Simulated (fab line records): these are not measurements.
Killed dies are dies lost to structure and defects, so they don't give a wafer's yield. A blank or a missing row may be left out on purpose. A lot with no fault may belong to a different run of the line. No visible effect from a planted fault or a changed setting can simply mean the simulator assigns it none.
Chamber matching + flow gf180mcu + hdpcvd-01 running GF_CONTACT_CVD_00: 3 sister chambers
The step deposits SiO2, target thk 300 nm, time 50 s. 3 wafers are shown with their chamber, then 7 later ones without.

== EACH WAFER AND ITS CHAMBER ==
| wafer  | chamber | susceptor-temp-C (C) |
|--------|---------|----------------------|
| L763.3 | 2       | 399.93               |
| L763.4 | 0       | 400.09               |
| L766.4 | 1       | 399.79               |

== WAFERS WHOSE CHAMBER IS MISSING ==
| wafer  | susceptor-temp-C (C) |
|--------|----------------------|
| L766.5 | 399.76               |
| L768.2 | 399.68               |
| L768.4 | 399.96               |
| L768.5 | 400.03               |
| L770.1 | 399.82               |
| L770.2 | 400.10               |
| L770.5 | 399.97               |

== WHICH CHAMBER EACH ONE RAN IN ==
| wafer  | from the rows above     | in truth                   |
|--------|-------------------------|----------------------------|
| L766.5 | 1                       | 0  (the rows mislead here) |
| L768.2 | 1                       | 1                          |
| L768.4 | can't be placed: 2 or 0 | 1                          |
| L768.5 | can't be placed: 0 or 2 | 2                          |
| L770.1 | can't be placed: 1 or 2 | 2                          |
| L770.2 | 0                       | 0                          |
| L770.5 | can't be placed: 2 or 0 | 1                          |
Placed correctly: 2 of 7. These rows do not allow placing 4 (true chamber among the candidates in 2). Placed wrongly: 1.
How it was worked out, from the rows above alone: a wafer's distance from a chamber is the root of the sum, over the readings, of the square of ((its reading less the chamber's mean) divided by the reading's scatter). The wafer belongs to the nearest chamber; if the next one is less than 2 further off, it can't be placed. The mean given for a chamber averages the wafers shown for that chamber. The scatter: with one shown wafer a chamber, the root of the mean of the squares of how far each hidden wafer lies from its nearest shown one.
